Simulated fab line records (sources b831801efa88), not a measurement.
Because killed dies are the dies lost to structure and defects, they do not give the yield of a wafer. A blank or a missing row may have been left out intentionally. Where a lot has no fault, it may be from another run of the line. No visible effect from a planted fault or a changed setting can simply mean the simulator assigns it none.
Which tool did it? | flow sky130 | 33 wafers from 11 lots sampled at 3 of the route's 708 steps

## WHAT THE GAUGES SHOWED, per wafer
SKY_GATE_OXIDE_THK_MEAS_02. Usual: GATE_OXIDE_OXIDATION_00_THK typically reads 10.27 nm, with standard deviation 0.17.
lot  | measured     | on            | GATE_OXIDE_OXIDATION_00_THK (nm) | flag
L620 | day 13 18:20 | film metro-03 | 8.25 8.26 8.37                   | OFF
L621 | day 13 18:21 | film metro-01 | 7.86 8.07 7.94                   | OFF
L629 | day 16 18:03 | film metro-03 | 10.28 10.07 10.23                |
L630 | day 17 01:17 | film metro-02 | 10.55 10.31 10.42                |
L631 | day 17 19:41 | film metro-01 | 10.52 10.43 10.48                |
L632 | day 18 03:45 | film metro-03 | 10.18 10.29 10.20                |
L633 | day 18 06:25 | film metro-03 | 10.11 10.07 10.18                |
L635 | day 18 15:54 | film metro-02 | 10.12 9.91 10.01                 |
L638 | day 19 22:15 | film metro-01 | 9.92 10.16 10.00                 |
L639 | day 20 08:33 | film metro-03 | 10.19 10.27 10.28                |
L640 | day 20 13:44 | film metro-03 | 10.28 10.31 10.33                |

SKY_METAL3_CD_MEAS_13 targets a cd of 300 nm. Usual: cd nm at 300.0 nm, with a standard deviation of 1.4.
lot  | measured     | on        | cd nm (nm)        | flag
L620 | day 39 10:27 | cd sem-01 | 298.5 297.9 299.4 |
L621 | day 39 08:28 | cd sem-02 | 299.9 299.8 300.0 |
L629 | day 41 20:48 | cd sem-02 | 300.5 300.9 299.7 |
L630 | day 42 07:42 | cd sem-02 | 300.7 299.6 301.0 |
L631 | day 42 17:10 | cd sem-02 | 301.6 301.4 302.5 |
L632 | day 43 02:32 | cd sem-01 | 298.1 299.3 299.5 |
L633 | day 43 03:56 | cd sem-01 | 299.4 297.8 296.8 |
L635 | day 43 17:15 | cd sem-02 | 298.5 297.1 297.9 |
L638 | day 44 10:40 | cd sem-01 | 299.5 299.1 300.3 |
L639 | day 44 16:35 | cd sem-01 | 300.7 299.8 300.2 |
L640 | day 44 18:06 | cd sem-02 | 300.7 300.3 298.4 |

## EACH LOT AND THE TOOL THAT RAN IT (in order: tool; ch and the chambers of the sampled wafers; start)
lot  | SKY_GATE_OXIDE_OXIDATION_01
L620 | furnace-02 ch 0, day 13 16:56
L621 | furnace-02 ch 0, day 13 16:56
L629 | furnace-01 ch 0, day 16 16:38
L630 | furnace-01 ch 0, day 16 23:52
L631 | furnace-02 ch 0, day 17 18:16
L632 | furnace-02 ch 0, day 18 02:19
L633 | furnace-02 ch 0, day 18 04:59
L635 | furnace-02 ch 0, day 18 14:29
L638 | furnace-02 ch 0, day 19 20:49
L639 | furnace-01 ch 0, day 20 07:07
L640 | furnace-02 ch 0, day 20 12:19
- SKY_GATE_OXIDE_OXIDATION_01: stabilise 600 s, purge 300 s, target thk 10.268 nm.

## WHAT THE TOOLS THEMSELVES READ (means of the sampled wafers that have a number; where no wafer has one, the mark that the record gives instead)
SKY_GATE_OXIDE_OXIDATION_01. Usual: spike tc bottom C 919.3 C, standard deviation 1.1; spike tc centre C 900.3 C, standard deviation 1; spike tc lower C 901.0 C, standard deviation 1.9; spike tc top C 910.7 C, standard deviation 1; spike tc upper C 900.1 C, standard deviation 1.1; tube center temp C 900 C, standard deviation 0.086; tube_center_temp_C_max 902.3, standard deviation 0.41; zone power bottom pct 26.8 %, standard deviation 0.61; zone power centre pct 18.07 %, standard deviation 0.18.
lot  | tool       | spike tc bottom C (C) | spike tc centre C (C) | spike tc lower C (C) | spike tc top C (C) | spike tc upper C (C) | tube center temp C (C) | tube_center_temp_C_max | zone power bottom pct (%) | zone power centre pct (%) | flag
L620 | furnace-02 | 897.9                 | 878.0                 | 877.9                | 888.6              | 878.2                | 878                    | 880.1                  | 25.2                      | 17.26                     | OFF
L621 | furnace-02 | 896.9                 | 877.7                 | 877.7                | 888.0              | 879.0                | 878                    | 879.9                  | 25.1                      | 17.29                     | OFF
L629 | furnace-01 | 918.9                 | 899.6                 | 902.9                | 911.0              | 899.6                | 900                    | 902.2                  | 27.7                      | 18.06                     |
L630 | furnace-01 | 918.3                 | 901.2                 | 904.0                | 911.2              | 899.3                | 900                    | 902.1                  | 27.5                      | 17.97                     |
L631 | furnace-02 | 919.7                 | 899.9                 | 899.9                | 911.1              | 900.1                | 900                    | 902.3                  | 26.2                      | 18.03                     |
L632 | furnace-02 | 919.5                 | 900.4                 | 899.4                | 910.0              | 900.1                | 900                    | 902.5                  | 26.4                      | 18.12                     |
L633 | furnace-02 | 919.5                 | 900.4                 | 899.9                | 909.8              | 899.7                | 900                    | 902.3                  | 26.4                      | 18.00                     |
L635 | furnace-02 | 918.8                 | 900.4                 | 899.4                | 910.4              | 900.0                | 900                    | 902.3                  | 26.4                      | 18.13                     |
L638 | furnace-02 | 920.0                 | 901.9                 | 899.5                | 909.9              | 900.5                | 900                    | 903.0                  | 26.4                      | 18.01                     |
L639 | furnace-01 | 919.1                 | 900.6                 | 903.7                | 910.7              | 898.8                | 900                    | 902.3                  | 27.5                      | 18.16                     |
L640 | furnace-02 | 920.1                 | 900.6                 | 900.3                | 909.8              | 900.5                | 900                    | 902.3                  | 26.2                      | 18.16                     |

## THE ANSWER, worked out from the rows above alone
Rule: a lot counts as off when the mean over its wafers that have a number is more than 3 standard deviations away from the usual mean. A lot without any number at a reading at which 4 lots or more have one is off too. All remaining lots with rows at the step are treated as sound. First the gauges in route order, then the tools' own readings, where a lot's mean is used as printed above. The first step at which some lot is off is used, and at that step the reading that is off furthest; a lot without a number counts as furthest.
Off: L620, L621, seen at SKY_GATE_OXIDE_THK_MEAS_02 (GATE_OXIDE_OXIDATION_00_THK).
A tool fits if, at a process step before that reading, it ran every lot that is off, and no sound lot after the first of them. The gauges at SKY_GATE_OXIDE_THK_MEAS_02 aren't tried: what is off there is off at SKY_GATE_OXIDE_OXIDATION_01 too, on other tools, and a gauge's error can't cause that. Of those tried, none fits.

## WHAT WAS PUT IN BY THE SIMULATOR
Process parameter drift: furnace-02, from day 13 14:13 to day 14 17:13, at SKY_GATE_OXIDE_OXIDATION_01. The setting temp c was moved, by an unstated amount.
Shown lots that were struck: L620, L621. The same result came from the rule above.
